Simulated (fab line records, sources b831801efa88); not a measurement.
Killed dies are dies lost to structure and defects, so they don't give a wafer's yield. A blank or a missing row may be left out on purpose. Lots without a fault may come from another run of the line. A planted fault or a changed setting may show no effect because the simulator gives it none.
A struck lot beside a sound one | flow sky130 | 18 steps out of a route of 708
Sound: wafers L556.1, L556.2, L556.3. Struck: wafers L567.2, L567.3, L567.6. The cause comes at the end.
At each step with rows: each side's tool, then ch and its chambers, then its first start. Under that, the readings that differ: sound wafers | struck wafers | difference of the means | sigmas: that difference in standard deviations of wafers without a fault.
alike: readings whose means differ by less than 2 such deviations, and words and numbers that are the same on both sides. not compared: withheld readings, readings that some wafer has no value for, bounds like >300 that may hide the same value, and numbers for which the record gives no deviation and whose values overlap.
The two part at a step that has a row with sigmas, a row that says differs or no value, or rows on one side only. Numbers that don't overlap but have no deviation are shown without sigmas and don't part them. A reading that every wafer of one side lacks parts them only if that side has two wafers or more.

first, 5 steps without rows for these wafers: SKY_VIA4_COAT_06 (resist thk 1140 nm); SKY_VIA4_SOFTBAKE_07 (time 60 s); SKY_VIA4_EXPOSE_08 (exposes mask VIM4, target cd 800 nm); SKY_VIA4_PEB_09; SKY_VIA4_DEVELOP_10 (develop time 60 s).
SKY_VIA4_OVL_MEAS_11:
  sound on overlay-01, day 43 01:29; struck on overlay-02, day 45 22:15
  alike: VIA4_OVL
SKY_VIA4_ETCH_12: etches SiO2 in C4F8/O2/Ar, stops on TiN, target depth 580 nm.
  sound on rie_diel-03 ch 0,1,3, day 43 01:32; struck on rie_diel-02 ch 0,2,3, day 45 22:17
  alike: bias_w, oes_product_au
SKY_VIA4_STRIP_13: strips in O2/N2.
  sound on plasma_asher-01 ch 0,1, day 43 01:36; struck on plasma_asher-02 ch 0, day 45 22:21
  alike: drypump_motor_current_A, oes_product_au, strip_time_to_endpoint_s
  not compared: rf_hours_counter_h
then, 3 steps without rows for these wafers: SKY_VIA4_STRIP_14 (strips in post etch residue remover, time 1200 s); SKY_VIA4_CLEAN_15 (cleans in IPA, time 180 s); SKY_VIA4_CLEAN_16 (cleans in O3/DIW).
SKY_VIA4_SPUTTER_17: material TiN, target thk 20 nm, time 80 s.
  sound on pvd_sputter-02, day 43 02:11; struck on pvd_sputter-01, day 45 23:21
  alike: throttle_valve_pct
SKY_VIA4_CVD_18: deposits W, target thk 505 nm, time 152.14 s.
  sound on cvd_w-01 ch 0,1, day 43 02:15; struck on cvd_w-01 ch 0,1, day 45 23:25
  no value came back on the struck wafers for chamber_pressure_Torr (Torr), heater_power_outer_w (W), heater_power_w (W), time_s (s); on the sound wafers chamber_pressure_Torr (Torr) reads 40.08 39.95 40.01
SKY_VIA4_RS_MEAS_19: measures by four-point-probe.
  sound on film_metro-04, day 43 02:25; struck on film_metro-01, day 45 23:35
  reading            | sound                | struck               | difference | sigmas
  VIA4_W_RS (ohm/sq) | 0.2233 0.2244 0.2244 | 57.469 60.645 60.008 | +59.150    | +99 or more
SKY_VIA4_THK_MEAS_20: measures by xrf.
  sound on film_metro-04, day 43 02:32; struck on film_metro-01, day 45 23:41
  not compared: VIA4_W_THK
SKY_VIA4_CMP_21: polishes, stops on SiO2, t overpolish 25 s, target thk 0 nm.
  sound on cmp-01 ch 0,2,3, day 43 02:35; struck on cmp-01 ch 0,1,3, day 45 23:47
  reading                | sound       | struck | difference | sigmas
  time_to_endpoint_s (s) | 125 123 120 | 5 9 3  | -117       | -23
  alike: motor_current_A, platen_rpm
SKY_METAL5_SPUTTER_00: material Ti, target thk 15 nm, time 10 s.
  sound on pvd_sputter-04, day 43 02:53; struck on pvd_sputter-02, day 46 00:02
  alike: throttle_valve_pct
-- the record jumps here: 3 days lie between the struck wafers' starts before and after (it left off in module METAL5 and takes up again in module PAD_OPEN, whose first step shown is number 708 of the route) --
SKY_PAD_OPEN_PROBE_99:
  sound on prober-01, day 46 01:04; struck on prober-01, day 48 16:18
  reading                       | sound               | struck               | difference | sigmas
  model.etest.via4_chain.rc_ohm | 0.782 0.8067 0.8493 | 0.7092 0.6999 0.6879 | -0.1137    |
  alike: defect_limited_yield, killed_at_M0_to_M3, killed_at_M4_up, killed_at_contacts, killed_at_front_end, killed_at_other, killed_dies, killed_on_rim, killed_open, killed_short, sort_bin_3_pad_short, sort_bin_5_function, sort_bin_6_memory, sort_n_pass, sort_yield_pct

WHERE THEY PART
First at SKY_VIA4_CVD_18; last, within this record, at SKY_VIA4_CMP_21. Later steps at which nothing parts them and some readings are alike: SKY_METAL5_SPUTTER_00, SKY_PAD_OPEN_PROBE_99.

WHY: what the simulator had put in
Skipped step whole: cvd_w-01, from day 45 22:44 on, at SKY_VIA4_CVD_18. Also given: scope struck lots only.
